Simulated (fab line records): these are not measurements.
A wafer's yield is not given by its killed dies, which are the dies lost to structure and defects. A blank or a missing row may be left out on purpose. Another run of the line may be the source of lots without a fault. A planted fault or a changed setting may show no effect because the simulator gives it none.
The tool behind it: which one? :: flow sfqLine :: 42 wafers from 14 lots sampled at 4 of the route's 325 steps

== WHAT THE GAUGES READ, wafer by wafer ==
SFQ_M3_RS_MEAS_919: uses a four-point probe to measure. Usual: for M3_NB_RS the level is 0.869 ohm/sq and the standard deviation is 0.0087.
lot: L641
measured: day 20 17:26
on: filmMetro-01
M3_NB_RS (ohm/sq): 0.874 0.865 0.872
flag: 

lot: L642
measured: day 20 23:28
on: filmMetro-02
M3_NB_RS (ohm/sq): 0.887 0.879 0.875
flag: 

lot: L645
measured: day 30 02:29
on: filmMetro-01
M3_NB_RS (ohm/sq): 0.857 0.850 0.857
flag: 

lot: L647
measured: day 31 05:22
on: filmMetro-02
M3_NB_RS (ohm/sq): 0.872 0.879 0.882
flag: 

lot: L648
measured: day 31 14:14
on: filmMetro-03
M3_NB_RS (ohm/sq): 0.866 0.859 0.858
flag: 

lot: L649
measured: day 38 06:39
on: filmMetro-03
M3_NB_RS (ohm/sq): 0.878 0.880 0.875
flag: 

lot: L651
measured: day 38 20:39
on: filmMetro-03
M3_NB_RS (ohm/sq): 0.879 0.878 0.874
flag: 

lot: L652
measured: day 39 07:27
on: filmMetro-01
M3_NB_RS (ohm/sq): 0.861 0.861 0.864
flag: 

lot: L655
measured: day 41 08:51
on: filmMetro-03
M3_NB_RS (ohm/sq): 0.890 0.885 0.888
flag: 

lot: L657
measured: day 41 21:44
on: filmMetro-03
M3_NB_RS (ohm/sq): 0.864 0.865 0.855
flag: 

lot: L658
measured: day 42 02:28
on: filmMetro-01
M3_NB_RS (ohm/sq): 0.879 0.866 0.875
flag: 

lot: L660
measured: day 47 01:13
on: filmMetro-03
M3_NB_RS (ohm/sq): 0.869 0.865 0.878
flag: 

lot: L662
measured: day 47 07:12
on: filmMetro-02
M3_NB_RS (ohm/sq): 0.873 0.867 0.867
flag: 

lot: L663
measured: day 47 09:39
on: filmMetro-02
M3_NB_RS (ohm/sq): 0.862 0.859 0.857
flag: 

SFQ_I4_OVL_MEAS_928. Usual: for I4_OVL the level is 0 nm and the standard deviation is 5.9.
lot: L641
measured: day 45 16:55
on: overlay-02
I4_OVL (nm): 6 10 3
flag: 

lot: L642
measured: day 46 14:32
on: overlay-02
I4_OVL (nm): 4 4 -2
flag: 

lot: L645
measured: day 48 19:19
on: overlay-02
I4_OVL (nm): 11 10 11
flag: 

lot: L647
measured: day 49 21:17
on: overlay-01
I4_OVL (nm): -7 -2 0
flag: 

lot: L648
measured: day 50 08:05
on: overlay-01
I4_OVL (nm): -5 -3 -4
flag: 

lot: L649
measured: day 51 21:23
on: overlay-01
I4_OVL (nm): 1 1 8
flag: 

lot: L651
measured: day 53 12:17
on: overlay-01
I4_OVL (nm): 2 0 1
flag: 

lot: L652
measured: day 53 14:41
on: overlay-01
I4_OVL (nm): -3 6 5
flag: 

lot: L655
measured: day 54 20:42
on: overlay-01
I4_OVL (nm): 1 -13 -8
flag: 

lot: L657
measured: day 55 03:55
on: overlay-01
I4_OVL (nm): 0 -2 1
flag: 

lot: L658
measured: day 55 08:41
on: overlay-01
I4_OVL (nm): -3 -1 2
flag: 

lot: L660
measured: day 55 18:13
on: overlay-01
I4_OVL (nm): -11 -7 -14
flag: 

lot: L662
measured: day 56 00:13
on: overlay-01
I4_OVL (nm): 1 -6 -14
flag: 

lot: L663
measured: day 56 02:38
on: overlay-01
I4_OVL (nm): 1 2 -7
flag: 

== WHICH TOOL RAN EACH LOT (tool, then ch and the chambers of the sampled wafers, then the start) ==
lot: L641
SFQ_TRILAYER_I4_CMP_CMP_100: cmp-01 ch 0,1, day 39 14:38
SFQ_TRILAYER_I4_METRO_MEASURE_101: filmMetro-01, day 39 17:58

lot: L642
SFQ_TRILAYER_I4_CMP_CMP_100: cmp-02 ch 1,2,3, day 40 10:34
SFQ_TRILAYER_I4_METRO_MEASURE_101: filmMetro-04, day 40 13:05

lot: L645
SFQ_TRILAYER_I4_CMP_CMP_100: cmp-01 ch 0,1,3, day 43 04:02
SFQ_TRILAYER_I4_METRO_MEASURE_101: filmMetro-04, day 43 07:21

lot: L647
SFQ_TRILAYER_I4_CMP_CMP_100: cmp-02 ch 1,3, day 44 03:15
SFQ_TRILAYER_I4_METRO_MEASURE_101: filmMetro-01, day 44 06:22

lot: L648
SFQ_TRILAYER_I4_CMP_CMP_100: cmp-01 ch 0,3, day 44 13:02
SFQ_TRILAYER_I4_METRO_MEASURE_101: filmMetro-01, day 44 16:09

lot: L649
SFQ_TRILAYER_I4_CMP_CMP_100: cmp-02 ch 0,1,2, day 45 15:30
SFQ_TRILAYER_I4_METRO_MEASURE_101: filmMetro-04, day 45 18:37

lot: L651
SFQ_TRILAYER_I4_CMP_CMP_100: cmp-02 ch 1,2,3, day 46 22:30
SFQ_TRILAYER_I4_METRO_MEASURE_101: filmMetro-04, day 47 00:37

lot: L652
SFQ_TRILAYER_I4_CMP_CMP_100: cmp-01 ch 0,2,3, day 47 02:32
SFQ_TRILAYER_I4_METRO_MEASURE_101: filmMetro-04, day 47 05:09

lot: L655
SFQ_TRILAYER_I4_CMP_CMP_100: cmp-02 ch 0,1,3, day 49 07:41
SFQ_TRILAYER_I4_METRO_MEASURE_101: filmMetro-01, day 49 10:31

lot: L657
SFQ_TRILAYER_I4_CMP_CMP_100: cmp-01 ch 0,1, day 49 17:59
SFQ_TRILAYER_I4_METRO_MEASURE_101: filmMetro-04, day 49 21:43

lot: L658
SFQ_TRILAYER_I4_CMP_CMP_100: cmp-02 ch 0,2,3, day 49 22:11
SFQ_TRILAYER_I4_METRO_MEASURE_101: filmMetro-01, day 50 01:19

lot: L660
SFQ_TRILAYER_I4_CMP_CMP_100: cmp-02 ch 0,1,3, day 50 08:11
SFQ_TRILAYER_I4_METRO_MEASURE_101: filmMetro-01, day 50 10:31

lot: L662
SFQ_TRILAYER_I4_CMP_CMP_100: cmp-01 ch 0,2,3, day 50 14:59
SFQ_TRILAYER_I4_METRO_MEASURE_101: filmMetro-01, day 50 18:07

lot: L663
SFQ_TRILAYER_I4_CMP_CMP_100: cmp-01 ch 0,1,3, day 50 21:59
SFQ_TRILAYER_I4_METRO_MEASURE_101: filmMetro-02, day 51 00:31
- SFQ_TRILAYER_I4_CMP_CMP_100: polishes SiO2.
- SFQ_TRILAYER_I4_METRO_MEASURE_101

== WHAT THE TOOLS THEMSELVES READ (means of the sampled wafers that have a number; where no wafer has one, the mark that the record gives instead) ==
SFQ_TRILAYER_I4_CMP_CMP_100. Usual: edgeZonePressureFrac 1.000, standard deviation 0.0046; headPressurePsi 3.000 psi, standard deviation 0.0063; motorCurrentA 10.4 A, standard deviation 1.1; slurryFilterDpKPa 13.48 kPa, standard deviation 0.14; timeToEndpointS 214 s, standard deviation 5.6.
lot: L641
tool: cmp-01
edgeZonePressureFrac: 1.005
headPressurePsi (psi): 3.001
motorCurrentA (A): 10.5
slurryFilterDpKPa (kPa): 13.51
timeToEndpointS (s): 220
flag: 

lot: L642
tool: cmp-02
edgeZonePressureFrac: 1.003
headPressurePsi (psi): 3.004
motorCurrentA (A): 11.5
slurryFilterDpKPa (kPa): 13.51
timeToEndpointS (s): 221
flag: 

lot: L645
tool: cmp-01
edgeZonePressureFrac: 1.000
headPressurePsi (psi): 3.001
motorCurrentA (A): 10.6
slurryFilterDpKPa (kPa): 13.49
timeToEndpointS (s): 217
flag: 

lot: L647
tool: cmp-02
edgeZonePressureFrac: 1.006
headPressurePsi (psi): 2.999
motorCurrentA (A): 11.5
slurryFilterDpKPa (kPa): 13.40
timeToEndpointS (s): 214
flag: 

lot: L648
tool: cmp-01
edgeZonePressureFrac: 0.998
headPressurePsi (psi): 2.999
motorCurrentA (A): 10.8
slurryFilterDpKPa (kPa): 13.47
timeToEndpointS (s): 216
flag: 

lot: L649
tool: cmp-02
edgeZonePressureFrac: 1.001
headPressurePsi (psi): 2.999
motorCurrentA (A): 10.5
slurryFilterDpKPa (kPa): 13.48
timeToEndpointS (s): 220
flag: 

lot: L651
tool: cmp-02
edgeZonePressureFrac: 0.996
headPressurePsi (psi): 3.005
motorCurrentA (A): 11.4
slurryFilterDpKPa (kPa): 13.45
timeToEndpointS (s): 215
flag: 

lot: L652
tool: cmp-01
edgeZonePressureFrac: 1.000
headPressurePsi (psi): 3.003
motorCurrentA (A): 9.9
slurryFilterDpKPa (kPa): 13.51
timeToEndpointS (s): 210
flag: 

lot: L655
tool: cmp-02
edgeZonePressureFrac: 1.001
headPressurePsi (psi): 3.003
motorCurrentA (A): 11.0
slurryFilterDpKPa (kPa): 13.51
timeToEndpointS (s): 211
flag: 

lot: L657
tool: cmp-01
edgeZonePressureFrac: -
headPressurePsi (psi): -
motorCurrentA (A): -
slurryFilterDpKPa (kPa): -
timeToEndpointS (s): -
flag: OFF

lot: L658
tool: cmp-02
edgeZonePressureFrac: -
headPressurePsi (psi): -
motorCurrentA (A): -
slurryFilterDpKPa (kPa): -
timeToEndpointS (s): -
flag: OFF

lot: L660
tool: cmp-02
edgeZonePressureFrac: 1.002
headPressurePsi (psi): 3.002
motorCurrentA (A): 10.8
slurryFilterDpKPa (kPa): 13.49
timeToEndpointS (s): 219
flag: 

lot: L662
tool: cmp-01
edgeZonePressureFrac: 0.997
headPressurePsi (psi): 2.998
motorCurrentA (A): 9.6
slurryFilterDpKPa (kPa): 13.56
timeToEndpointS (s): 215
flag: 

lot: L663
tool: cmp-01
edgeZonePressureFrac: 1.005
headPressurePsi (psi): 2.997
motorCurrentA (A): 10.3
slurryFilterDpKPa (kPa): 13.39
timeToEndpointS (s): 210
flag: 

SFQ_TRILAYER_I4_METRO_MEASURE_101. Usual: thkNm at 199.5 nm, with a standard deviation of 0.99.
lot: L641
tool: filmMetro-01
thkNm (nm): 200.5
flag: 

lot: L642
tool: filmMetro-04
thkNm (nm): 200.4
flag: 

lot: L645
tool: filmMetro-04
thkNm (nm): 200.1
flag: 

lot: L647
tool: filmMetro-01
thkNm (nm): 200.1
flag: 

lot: L648
tool: filmMetro-01
thkNm (nm): 200.2
flag: 

lot: L649
tool: filmMetro-04
thkNm (nm): 199.8
flag: 

lot: L651
tool: filmMetro-04
thkNm (nm): 199.2
flag: 

lot: L652
tool: filmMetro-04
thkNm (nm): 199.4
flag: 

lot: L655
tool: filmMetro-01
thkNm (nm): 199.0
flag: 

lot: L657
tool: filmMetro-04
thkNm (nm): 506.2
flag: OFF

lot: L658
tool: filmMetro-01
thkNm (nm): 501.6
flag: OFF

lot: L660
tool: filmMetro-01
thkNm (nm): 200.9
flag: 

lot: L662
tool: filmMetro-01
thkNm (nm): 199.5
flag: 

lot: L663
tool: filmMetro-02
thkNm (nm): 198.8
flag: 

== THE ANSWER, worked out from the rows above alone ==
Rule: lot off if the mean of its wafers having a number is beyond 3 standard deviations from the usual mean. A lot without any number at a reading at which 4 lots or more have one is off too. Where the step has rows for the other lots, those lots are counted as sound. After the gauges, taken in route order, come the tools' own readings; for these a lot's mean is taken, as printed above. At the first step where some lot is off, the reading lying furthest off is the one used; lots without a number count as furthest.
Off, at SFQ_TRILAYER_I4_CMP_CMP_100 on edgeZonePressureFrac: L657, L658. Without a number there: L657, L658.
If a tool, at that step or one of the process steps before it, ran each lot that is off and ran no sound lot following the first of them, it fits. None of those tried fits.

== WHAT HAD BEEN PUT IN BY THE SIMULATOR ==
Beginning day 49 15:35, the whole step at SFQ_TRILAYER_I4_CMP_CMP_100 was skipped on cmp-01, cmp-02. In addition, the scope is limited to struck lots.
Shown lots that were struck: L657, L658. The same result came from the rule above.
